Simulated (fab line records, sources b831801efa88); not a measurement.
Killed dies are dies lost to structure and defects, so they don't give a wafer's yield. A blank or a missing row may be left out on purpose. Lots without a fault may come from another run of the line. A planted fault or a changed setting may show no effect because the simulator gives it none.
Which tool did it? | flow sky130 | 11 lots, 33 wafers sampled, at 4 steps of a route of 708

WHAT THE GAUGES READ, wafer by wafer
SKY_SD_P_OVL_MEAS_08.
lot  | measured     | on         | SD_P_OVL (nm)
L403 | day 26 08:03 | overlay-01 | 2.2 0.3 1.4
L407 | day 27 09:58 | overlay-02 | -0.3 -0.3 0.0
L408 | day 27 21:36 | overlay-01 | -2.3 -1.2 1.2
L409 | day 27 22:29 | overlay-02 | -0.6 1.6 1.4
L410 | day 28 05:04 | overlay-01 | 0.3 1.7 -0.1
L411 | day 28 20:14 | overlay-02 | 1.5 1.6 2.3
L421 | day 31 20:03 | overlay-02 | 2.3 2.4 3.1
L419 | day 31 21:14 | overlay-01 | 1.9 4.1 1.6
L420 | day 31 22:21 | overlay-01 | -1.7 1.9 0.3
L422 | day 32 03:27 | overlay-01 | 0.0 0.4 0.9
L424 | day 32 12:58 | overlay-01 | 0.1 1.6 0.6

SKY_SD_N_RS_MEAS_16: measures by four-point-probe.
lot  | measured     | on            | SD_N_RS (ohm/sq)
L403 | day 28 18:01 | film_metro-01 | 68.62 68.85 68.68
L407 | day 29 20:00 | film_metro-03 | 68.52 68.58 68.62
L408 | day 30 06:40 | film_metro-01 | 68.54 68.69 68.52
L409 | day 30 08:10 | film_metro-03 | 68.56 68.75 68.66
L410 | day 30 15:23 | film_metro-03 | 68.42 68.54 68.62
L411 | day 31 05:53 | film_metro-04 | 68.54 68.41 68.45
L421 | day 34 01:03 | film_metro-04 | 73.01 72.88 72.95
L419 | day 34 03:32 | film_metro-01 | 68.75 68.73 68.71
L420 | day 34 05:12 | film_metro-01 | 72.93 72.87 73.00
L422 | day 34 09:00 | film_metro-04 | 68.52 68.40 68.51
L424 | day 34 18:58 | film_metro-03 | 68.57 68.83 68.77

SKY_SD_N_RS_MEAS_17: measures by four-point-probe.
lot  | measured     | on            | SD_P_RS (ohm/sq)
L403 | day 28 18:08 | film_metro-01 | 147.1 147.2 147.3
L407 | day 29 20:07 | film_metro-03 | 146.7 147.1 147.0
L408 | day 30 06:47 | film_metro-01 | 147.1 147.6 147.1
L409 | day 30 08:17 | film_metro-03 | 147.3 147.5 147.7
L410 | day 30 15:30 | film_metro-03 | 146.9 147.2 146.8
L411 | day 31 06:01 | film_metro-04 | 146.8 146.8 146.4
L421 | day 34 01:10 | film_metro-04 | 173.6 172.6 173.6
L419 | day 34 03:40 | film_metro-01 | 148.0 147.8 148.3
L420 | day 34 05:19 | film_metro-01 | 173.0 173.5 173.1
L422 | day 34 09:07 | film_metro-04 | 146.9 146.6 146.5
L424 | day 34 19:05 | film_metro-03 | 147.2 147.9 147.6

WHICH TOOL RAN EACH LOT (tool, then ch and the chambers of the sampled wafers, then the start)
lot  | SKY_SD_N_RTA_14
L403 | rtp_anneal-01 ch 0, day 28 17:50
L407 | rtp_anneal-02 ch 0, day 29 19:50
L408 | rtp_anneal-01 ch 0, day 30 06:29
L409 | rtp_anneal-02 ch 0, day 30 07:59
L410 | rtp_anneal-01 ch 0, day 30 15:11
L411 | rtp_anneal-02 ch 0, day 31 05:43
L421 | rtp_anneal-02 ch 0, day 34 00:52
L419 | rtp_anneal-01 ch 0, day 34 03:20
L420 | rtp_anneal-02 ch 0, day 34 05:02
L422 | rtp_anneal-01 ch 0, day 34 08:50
L424 | rtp_anneal-01 ch 0, day 34 18:47
- SKY_SD_N_RTA_14: time 2 s.

WHAT THE TOOLS THEMSELVES READ (means of the sampled wafers that have a number; where no wafer has one, the mark that the record gives instead)
SKY_SD_N_RTA_14.
lot  | tool          | chamber_o2_ppm | lamp_power_pct (%) | ramp_down_c_per_s | wafer_temp_C_max
L403 | rtp_anneal-01 | 2.025          | 15.75              | 90.009            | 1077.5
L407 | rtp_anneal-02 | 2.003          | 15.79              | 90.012            | 1077.2
L408 | rtp_anneal-01 | 1.999          | 15.77              | 89.987            | 1078.0
L409 | rtp_anneal-02 | 2.000          | 15.74              | 90.010            | 1078.0
L410 | rtp_anneal-01 | 1.983          | 15.72              | 90.013            | 1078.0
L411 | rtp_anneal-02 | 2.015          | 15.77              | 90.011            | 1078.0
L421 | rtp_anneal-02 | 1.996          | 14.76              | 90.003            | 1077.0
L419 | rtp_anneal-01 | 2.030          | 15.74              | 90.013            | 1077.1
L420 | rtp_anneal-02 | 1.993          | 14.70              | 89.987            | 1078.6
L422 | rtp_anneal-01 | 1.979          | 15.70              | 89.991            | 1078.0
L424 | rtp_anneal-01 | 1.988          | 15.74              | 90.018            | 1077.5

THE ANSWER, worked out from the rows above alone
Rule: what is usual is taken from the lots themselves. Put in order of their means at a reading, lots are off if they are a third of the lots or fewer, leave a main group of 4 or more, and stand apart from it by a gap of 3 or more times the standard deviation of the main group's means; of several such gaps the widest counts. A main group whose means are all the same, to the digits that the tables above print for the reading, isn't used. A lot without any number at a reading at which 4 lots or more have one is off too. The other lots that the step has rows for count as sound. The gauges are gone through in route order, then the tools' own readings, and for those a lot's mean is taken as printed above. The first step at which some lot is off is used, and at that step the reading that is off furthest; a lot without a number counts as furthest.
Off: L421, L420, at SKY_SD_N_RS_MEAS_16 (SD_N_RS). The main group: mean 68.61 ohm/sq, standard deviation 0.099.
A tool fits if, at a process step before that reading, it ran every lot that is off, and no sound lot after the first of them. The gauges at SKY_SD_N_RS_MEAS_16 aren't tried: what is off there is off at SKY_SD_N_RTA_14 too, on other tools, and a gauge's error can't cause that. One fits: rtp_anneal-02 at SKY_SD_N_RTA_14. Its last sound lot is L411 (day 31 05:43), its first lot that is off L421 (day 34 00:52): a fault that began between those two fits.
The tool's own readings at SKY_SD_N_RTA_14 bear it out: on the lots that are off they differ by more than 5 times the standard deviation of the sound lots' means. lamp_power_pct reads 14.73 % there against 15.75 % on the sound lots.

WHAT THE SIMULATOR HAD PUT IN
Process parameter drift: rtp_anneal-02, from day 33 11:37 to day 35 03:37, at SKY_SD_N_RTA_14. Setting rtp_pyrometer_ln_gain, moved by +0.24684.
Lots struck among those shown: L421, L420. The rule above found the same.
